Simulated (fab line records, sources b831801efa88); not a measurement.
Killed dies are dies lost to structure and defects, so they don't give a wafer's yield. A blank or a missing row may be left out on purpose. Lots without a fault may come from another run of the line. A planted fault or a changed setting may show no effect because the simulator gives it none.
fab line records | flow sky130
record lots=12 wafers=36 last_day=50
route steps=708 shown SONOS_TUNNEL@161 LDD_HVP@285 SPACER@304 POLY_CUT@315
lots that met no fault: from a run of the same line without faults
start_h: hours from the record's first day to the start of the lot's first wafer shown | wait_h: hours since the lot's step before | " the same as in the row above | L1.1+2: a row that stands for several wafers | - no value, or no start given | * or withheld: withheld | < > ~ a bound
route shown NAME@n: a module of which the file shows steps, and the number in the route of the first | usual: mean/standard deviation of fault-free wafers | same: alike in all rows | chamber/n: place in a boat | sites: the reading at each site | _std_site: their standard deviation | _edge_site: outer sites' mean less inner sites' | radius_mm: how far each site lies from the wafer's centre | mask NAME#n: copy n | behind: the tool/chamber that last shaped the wafer | hold: why the lot was held/for how many hours/how that ended | device: the transistor (n, p or np) that didn't switch | end of line: the same wafers' tests at the end of the route | a step without rows: its recipe alone | killed: dies lost to structure and defects at the first sort, not the wafer's yield | map: a wafer's dies, x killed, . not, _ none there
set.NAME: the setting as run; set.NAME@STEP: as run at that earlier step | model.NAME: the simulator's own value behind a step, which no gauge read
steps of the route over a sample of lots; a table a step, a row a wafer
## steps
# step SKY_SONOS_TUNNEL_CD_MEAS_07
# recipe target_cd_nm=410
# usual cd_nm=409.7/2.2
# columns lot.wafer tool chamber start_h wait_h cd_nm
L800.2 cd_sem-02 - 244.19 0.1 406.9
L800.3 " - " " 407.5
L800.5 " - " " 408.2
L801.1 cd_sem-01 - 269.46 0.1 412.9
L801.5 " - " " 412.3
L801.6 " - " " 411.9
L802.1 cd_sem-01 - 269.74 0.1 411.8
L802.2 " - " " 407.8
L802.4 " - " " 411.0
L803.2 cd_sem-02 - 274.96 0.1 409.5
L803.4 " - " " 408.7
L803.5 " - " " 408.6
L806.1 cd_sem-02 - 299.19 0.1 407.0
L806.4 " - " " 406.3
L806.6 " - " " 408.1
L808.2 cd_sem-02 - 309.73 0.1 412.3
L808.5 " - " " 411.2
L808.6 " - " " 409.8
L811.3 cd_sem-01 - 347.66 0.1 411.8
L811.5 " - " " 413.4
L811.6 " - " " 412.7
L819.1 cd_sem-01 - 413.47 0.1 405.0
L819.3 " - " " 409.0
L819.6 " - " " 406.8
L821.1 cd_sem-02 - 414.07 0.1 408.5
L821.4 " - " " 408.9
L821.6 " - " " 407.9
L820.1 cd_sem-01 - 425.87 0.2 410.6
L820.3 " - " " 409.6
L820.5 " - " " 410.0
L822.2 cd_sem-01 - 436.77 0.1 413.1
L822.5 " - " " 413.0
L822.6 " - " " 410.7
L823.2 cd_sem-02 - 437.69 0.1 407.4
L823.3 " - " " 410.6
L823.4 " - " " 407.9
# step SKY_LDD_HVP_OVL_MEAS_07
# usual LDD_HVP_OVL=-0.5/1.2
# columns lot.wafer tool chamber start_h wait_h LDD_HVP_OVL[nm]
L800.2 overlay-01 - 484.61 0.1 0.5
L800.3 " - " " -1.4
L800.5 " - " " 0.2
L802.1 overlay-02 - 517.24 0.1 -0.6
L802.2 " - " " -0.7
L802.4 " - " " -0.4
L801.1 overlay-02 - 518.30 0.1 -1.0
L801.5 " - " " -1.1
L801.6 " - " " -0.3
L803.2 overlay-02 - 524.59 0.1 -2.5
L803.4 " - " " -0.2
L803.5 " - " " -1.2
L806.1 overlay-02 - 552.48 0.1 -2.8
L806.4 " - " " -1.7
L806.6 " - " " -1.3
L808.2 overlay-01 - 567.36 0.1 -0.2
L808.5 " - " " 1.4
L808.6 " - " " 1.2
L811.3 overlay-01 - 603.03 0.1 1.0
L811.5 " - " " 0.4
L811.6 " - " " 1.7
L819.1 overlay-01 - 668.98 0.1 0.4
L819.3 " - " " -0.3
L819.6 " - " " -1.5
L821.1 overlay-01 - 669.62 0.1 -2.6
L821.4 " - " " -2.8
L821.6 " - " " -3.2
L820.1 overlay-02 - 678.57 0.1 -0.6
L820.3 " - " " -3.3
L820.5 " - " " -0.2
L822.2 overlay-01 - 687.47 0.1 -0.8
L822.5 " - " " -1.1
L822.6 " - " " 0.0
L823.2 overlay-02 - 690.09 0.1 -0.1
L823.3 " - " " -1.1
L823.4 " - " " -0.1
# step SKY_SPACER_CVD_00
# recipe material=Si3N4 precursor=DCS/NH3 target_thk_nm=43.1 temp_c=770 time_s=740 pressure_mtorr=250
# usual spike_tc_bottom_C=787.8/1.1 spike_tc_centre_C=771.3/0.96 spike_tc_lower_C=770.4/1.2 spike_tc_top_C=782/3.4 spike_tc_upper_C=769.0/1.6 susceptor_temp_C=770.0/0.36 zone_power_bottom_pct=18.9/0.52 zone_power_centre_pct=13.0/0.33 zone_power_lower_pct=13.89/0.13 zone_power_upper_pct=13.6/0.36
# columns lot.wafer tool chamber start_h wait_h spike_tc_bottom_C spike_tc_centre_C spike_tc_lower_C spike_tc_top_C spike_tc_upper_C susceptor_temp_C zone_power_bottom_pct zone_power_centre_pct zone_power_lower_pct zone_power_upper_pct
L800.2 lpcvd-02 1 516.84 0.8 786.6 770.8 771.3 787 771.0 769.5 19.2 12.6 13.77 12.9
L800.3 " 1 " " 788.2 771.6 771.9 786 770.3 770.2 19.3 12.9 13.81 13.3
L800.5 " 1 " " 786.8 770.8 771.0 785 770.8 769.8 19.6 12.6 13.86 13.3
L802.1 lpcvd-02 0 547.17 0.0 789.4 771.4 769.1 781 769.0 769.7 18.3 13.4 13.96 14.0
L802.2 " 0 " " 787.7 772.8 769.8 778 768.8 769.9 18.6 13.4 13.90 13.8
L802.4 " 0 " " 787.5 771.2 770.6 779 767.4 770.4 18.9 13.1 13.58 13.9
L801.1 lpcvd-02 1 549.73 0.9 786.9 770.8 771.9 787 769.4 770.2 19.4 12.5 13.83 13.4
L801.5 " 1 " " 787.6 771.1 771.4 787 769.2 769.5 19.4 12.5 13.95 13.2
L801.6 " 1 " " 787.1 770.3 770.3 785 771.4 770.1 19.4 12.5 13.96 13.1
L803.2 lpcvd-02 1 555.08 0.0 787.1 769.2 770.2 786 770.8 770.2 19.4 12.5 14.07 13.0
L803.4 " 1 " " 789.6 769.9 771.8 785 771.8 770.5 19.4 12.6 13.93 13.4
L803.5 " 1 " " 786.1 770.4 770.4 786 769.7 770.4 19.5 12.7 14.00 13.1
L806.1 lpcvd-02 1 584.36 0.4 788.8 770.2 771.5 785 771.5 770.4 19.4 12.9 13.94 13.1
L806.4 " 1 " " 788.9 770.2 772.6 786 771.5 770.5 19.5 12.7 14.09 13.4
L806.6 " 1 " " 788.1 769.7 770.7 784 771.5 770.5 19.4 12.6 13.90 13.2
L808.2 lpcvd-02 1 598.85 0.9 786.8 770.3 771.3 787 769.8 769.7 19.6 12.8 13.74 13.2
L808.5 " 1 " " 787.2 772.4 771.4 787 772.1 769.7 19.8 12.5 13.82 13.3
L808.6 " 1 " " 787.6 771.1 773.1 786 770.1 769.7 19.2 12.6 13.91 13.4
L811.3 lpcvd-02 1 632.25 0.0 840.1 823.6 825.0 838 824.5 823.3 21.6 14.4 15.83 15.1
L811.5 " 1 " " 841.3 823.5 824.6 838 822.1 822.5 22.4 14.4 15.83 15.2
L811.6 " 1 " " 840.6 825.5 822.6 838 823.0 823.4 22.4 14.4 15.75 15.4
L819.1 lpcvd-02 0 699.01 0.5 789.4 770.6 770.3 778 768.9 769.7 18.5 13.2 13.89 13.7
L819.3 " 0 " " 789.1 770.6 770.7 780 768.2 769.9 18.3 13.3 13.76 14.1
L819.6 " 0 " " 789.3 770.5 770.1 780 767.7 769.9 18.3 12.9 13.74 13.9
L821.1 lpcvd-02 1 699.01 0.0 786.9 771.5 770.8 787 769.4 770.1 19.8 12.6 13.89 13.5
L821.4 " 1 " " 785.8 771.5 769.4 787 772.4 770.6 19.5 12.6 13.87 13.2
L821.6 " 1 " " 786.8 770.5 771.4 785 770.7 770.1 19.9 12.6 13.71 13.3
L820.1 lpcvd-02 1 707.74 0.0 786.1 770.4 770.8 786 770.0 769.1 19.6 12.8 13.82 13.3
L820.3 " 1 " " 788.3 771.7 771.2 786 771.0 769.6 19.3 12.7 13.89 13.0
L820.5 " 1 " " 787.5 771.4 770.2 788 770.9 769.5 19.7 12.9 13.72 13.2
L822.2 lpcvd-02 0 716.16 0.0 788.3 772.9 770.7 781 767.8 770.0 18.8 13.1 13.82 13.9
L822.5 " 0 " " 788.2 772.7 769.8 782 764.7 769.9 18.4 13.3 13.97 13.9
L822.6 " 0 " " 787.0 771.8 768.9 780 767.3 770.2 18.4 13.1 13.99 14.2
L823.2 lpcvd-02 1 719.77 1.4 786.7 773.3 771.3 785 770.6 770.0 19.8 12.8 13.80 13.3
L823.3 " 1 " " 786.3 771.6 772.2 785 770.4 769.8 19.5 12.6 14.10 13.0
L823.4 " 1 " " 788.1 770.9 770.9 786 769.5 769.3 19.1 12.7 14.01 13.0
# step SKY_SPACER_THK_MEAS_01
# recipe reads=Si3N4_of_SPACER_CVD_00
# usual SPACER_CVD_00_THK=42.9/0.39
# columns lot.wafer tool chamber start_h wait_h hold SPACER_CVD_00_THK[nm]
L800.2 film_metro-04 - 518.06 0.0 - 43.0
L800.3 " - " " - 43.3
L800.5 " - " " - 43.3
L802.1 film_metro-04 - 548.38 0.0 - 42.2
L802.2 " - " " - 42.3
L802.4 " - " " - 42.4
L801.1 film_metro-01 - 550.94 0.0 - 43.4
L801.5 " - " " - 43.6
L801.6 " - " " - 43.4
L803.2 film_metro-04 - 556.29 0.0 - 43.1
L803.4 " - " " - 43.3
L803.5 " - " " - 43.3
L806.1 film_metro-01 - 585.58 0.0 - 42.6
L806.4 " - " " - 42.8
L806.6 " - " " - 42.8
L808.2 film_metro-02 - 600.07 0.0 - 43.2
L808.5 " - " " - 42.9
L808.6 " - " " - 43.0
L811.3 film_metro-04 - 633.48 0.0 await_dispo/0.2h/release 75.0
L811.5 " - " " await_dispo/0.2h/release 75.2
L811.6 " - " " await_dispo/0.2h/release 75.2
L811.3 film_metro-04 - 633.70 0.2 - 75.0
L811.5 " - " " - 75.1
L811.6 " - " " - 75.2
L819.1 film_metro-01 - 700.21 0.0 - 43.0
L819.3 " - " " - 42.5
L819.6 " - " " - 42.9
L821.1 film_metro-02 - 700.21 0.0 - 43.4
L821.4 " - " " - 43.0
L821.6 " - " " - 43.0
L820.1 film_metro-04 - 708.94 0.0 - 43.5
L820.3 " - " " - 43.3
L820.5 " - " " - 43.5
L822.2 film_metro-04 - 717.37 0.0 - 42.6
L822.5 " - " " - 42.0
L822.6 " - " " - 42.4
L823.2 film_metro-01 - 720.98 0.0 - 43.0
L823.3 " - " " - 43.6
L823.4 " - " " - 43.1
# step SKY_POLY_CUT_CD_MEAS_08
# recipe target_cd_nm=270
# usual cd_nm=270.6/1.4
# columns lot.wafer tool chamber start_h wait_h cd_nm
L800.2 cd_sem-01 - 552.20 - 269.6
L800.3 " - " " 269.3
L800.5 " - " " 269.1
L802.1 cd_sem-01 - 578.85 - 270.6
L802.2 " - " " 271.6
L802.4 " - " " 271.6
L801.1 cd_sem-02 - 580.72 - 272.5
L801.5 " - " " 271.1
L801.6 " - " " 273.2
L803.2 cd_sem-01 - 586.40 - 270.8
L803.4 " - " " 268.5
L803.5 " - " " 269.1
L806.1 cd_sem-01 - 614.88 - 270.9
L806.4 " - " " 270.8
L806.6 " - " " 272.5
L808.2 cd_sem-02 - 628.77 - 270.7
L808.5 " - " " 271.7
L808.6 " - " " 272.6
L819.1 cd_sem-02 - 726.80 - 270.8
L819.3 " - " " 270.2
L819.6 " - " " 271.1
L821.1 cd_sem-02 - 727.27 - 272.5
L821.4 " - " " 272.2
L821.6 " - " " 271.5
L820.1 cd_sem-01 - 736.19 - 270.8
L820.3 " - " " 270.4
L820.5 " - " " 269.5
L822.2 cd_sem-02 - 743.81 - 271.6
L822.5 " - " " 269.0
L822.6 " - " " 270.5
L823.2 cd_sem-02 - 748.14 - 268.4
L823.3 " - " " 271.7
L823.4 " - " " 271.3
## key
first_sign step=SKY_SPACER_CVD_00 reading=susceptor_temp_C direction=up sigmas=99+ usual=* struck=*
effect step=SKY_SPACER_CVD_00 reading=spike_tc_centre_C direction=up sigmas=55 usual=771.3 struck=824.2
effect step=SKY_SPACER_THK_MEAS_01 reading=visit direction=added
effect step=SKY_SPACER_THK_MEAS_01 reading=SPACER_CVD_00_THK direction=up sigmas=83 usual=42.9 struck=75.1
met_at SKY_SPACER_CVD_00
struck_lots L811
struck_wafers L811.3,L811.5,L811.6
scrapped_behind SKY_SPACER_THK_MEAS_01 L811.3,L811.5,L811.6
not_acting_at SKY_SONOS_TUNNEL_CD_MEAS_07,SKY_LDD_HVP_OVL_MEAS_07,SKY_POLY_CUT_CD_MEAS_08
onset_between 598.85 632.25
fault kind=process_parameter_drift tool=lpcvd-02 chamber=1 onset_h=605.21 steps=SKY_SPACER_CVD_00 channel=temp_c offset=* shape=step end_h=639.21 acts_in=* stated=*
